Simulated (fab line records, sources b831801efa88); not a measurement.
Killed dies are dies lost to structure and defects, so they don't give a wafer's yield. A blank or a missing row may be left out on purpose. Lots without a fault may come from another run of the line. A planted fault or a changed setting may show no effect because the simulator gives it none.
A struck lot beside a sound one | flow sky130 | 18 steps out of a route of 708
Sound: wafers L151.1, L151.3, L151.6. Struck: wafer L159.4. (L159.2 of the same lot was not struck and is left out.) The cause comes at the end.
At each step with rows: each side's tool, then ch and its chambers, then its first start. Under that, the readings that differ: sound wafers | struck wafers | difference of the means | sigmas: that difference in standard deviations of wafers without a fault.
alike: readings whose means differ by less than 2 such deviations, and words and numbers that are the same on both sides. not compared: withheld readings, readings that some wafer has no value for, bounds like >300 that may hide the same value, and numbers for which the record gives no deviation and whose values overlap.
The two part at a step that has a row with sigmas, a row that says differs or no value, or rows on one side only. Numbers that don't overlap but have no deviation are shown without sigmas and don't part them. A reading that every wafer of one side lacks parts them only if that side has two wafers or more.

first, 3 steps without rows for these wafers: SKY_LI_CONTACT_EXPOSE_09 (exposes mask LICM1, target cd 170 nm); SKY_LI_CONTACT_PEB_10; SKY_LI_CONTACT_DEVELOP_11 (develop time 60 s).
SKY_LI_CONTACT_CD_MEAS_12: target cd 170 nm.
  sound on cd_sem-02, day 32 22:28; struck on cd_sem-02, day 34 22:13
  alike: cd_nm
SKY_LI_CONTACT_OVL_MEAS_13:
  sound on overlay-01, day 32 22:35; struck on overlay-02, day 34 22:19
  alike: LI_CONTACT_OVL
SKY_LI_CONTACT_ETCH_14: etches BARC in N2/H2, stops on SiO2, time 45.9 s, target depth 60 nm.
  sound on rie_diel-02 ch 0,2,3, day 32 22:37; struck on rie_diel-02 ch 3, day 34 22:21
  alike: drypump_motor_current_A, oes_product_au, throttle_valve_pct
  not compared: rf_hours_counter_h
SKY_LI_CONTACT_ETCH_15: etches PSG in C4F8/O2/Ar, stops on Si, target depth 600 nm.
  sound on rie_diel-02 ch 0,2,3, day 32 22:39; struck on rie_diel-02 ch 3, day 34 22:23
  alike: oes_product_au
SKY_LI_CONTACT_STRIP_16: strips in O2/N2.
  sound on plasma_asher-03 ch 0,1, day 32 22:44; struck on plasma_asher-04 ch 0, day 34 22:29
  alike: drypump_motor_current_A, oes_product_au, strip_time_to_endpoint_s
  not compared: rf_hours_counter_h
then, 2 steps without rows for these wafers: SKY_LI_CONTACT_CLEAN_17 (cleans in NMP, time 600 s); SKY_LI_CONTACT_PRE_CLEAN_18 (time 5.6 s).
SKY_LI_CONTACT_SPUTTER_19: material Ti, target thk 20 nm, time 106.37 s.
  sound on pvd_sputter-01, day 32 23:04; struck on pvd_sputter-01, day 34 22:46
  alike: throttle_valve_pct
SKY_LI_CONTACT_SPUTTER_20: material TiN, target thk 20 nm, time 80 s.
  sound on pvd_sputter-01, day 32 23:08; struck on pvd_sputter-01, day 34 22:51
  alike: throttle_valve_pct
SKY_LI_CONTACT_CVD_21: deposits W, target thk 400 nm, time 120.56 s.
  sound on cvd_w-01 ch 0,1, day 32 23:12; struck on cvd_w-01 ch 1, day 34 22:55
  reading                                  | sound             | struck | difference | sigmas
  model.W_of_LI_CONTACT_CVD_21.thk_nm (nm) | 401.1 401.6 405.8 | 449.6  | +46.8      |
  alike: heater_power_w
SKY_LI_CONTACT_RS_MEAS_22: measures by four-point-probe.
  sound on film_metro-01, day 32 23:20; struck on film_metro-03, day 34 23:03
  reading                  | sound             | struck | difference | sigmas
  LI_CONTACT_W_RS (ohm/sq) | 0.284 0.283 0.280 | 0.254  | -0.028     | -7
SKY_LI_CONTACT_THK_MEAS_23: measures by xrf.
  sound on film_metro-01, day 32 23:27; struck on film_metro-03, day 34 23:10
  reading               | sound       | struck | difference | sigmas
  LI_CONTACT_W_THK (nm) | 394 397 399 | 453    | +56        | +8
SKY_LI_CONTACT_CMP_24: polishes, stops on PSG, t overpolish 20 s, target thk 0 nm.
  sound on cmp-01 ch 1,2,3, day 32 23:31; struck on cmp-01 ch 0, day 34 23:13
  reading                | sound          | struck | difference | sigmas
  motor_current_A (A)    | 12.3 12.5 11.5 | 8.9    | -3.2       | -3
  time_to_endpoint_s (s) | 96 95 96       | 106    | +10        | +3
then, 1 step without rows for these wafers: SKY_LOCAL_INTERCONNECT_SPUTTER_00 (material TiN, target thk 100 nm, time 83.3 s).
-- the record jumps here: 15 days lie between the struck wafers' starts before and after (it left off in module LOCAL_INTERCONNECT and takes up again in module PAD_OPEN, whose first step shown is number 708 of the route) --
SKY_PAD_OPEN_PROBE_99:
  sound on prober-01, day 48 12:47; struck on prober-01, day 49 23:02
  alike: killed_at_M0_to_M3, killed_at_M4_up, killed_at_contacts, killed_at_front_end, killed_at_other, killed_dies, killed_open, killed_short

WHERE THEY PART
First at SKY_LI_CONTACT_RS_MEAS_22; last, within this record, at SKY_LI_CONTACT_CMP_24. Later steps at which nothing parts them and some readings are alike: SKY_PAD_OPEN_PROBE_99.

WHY: what the simulator had put in
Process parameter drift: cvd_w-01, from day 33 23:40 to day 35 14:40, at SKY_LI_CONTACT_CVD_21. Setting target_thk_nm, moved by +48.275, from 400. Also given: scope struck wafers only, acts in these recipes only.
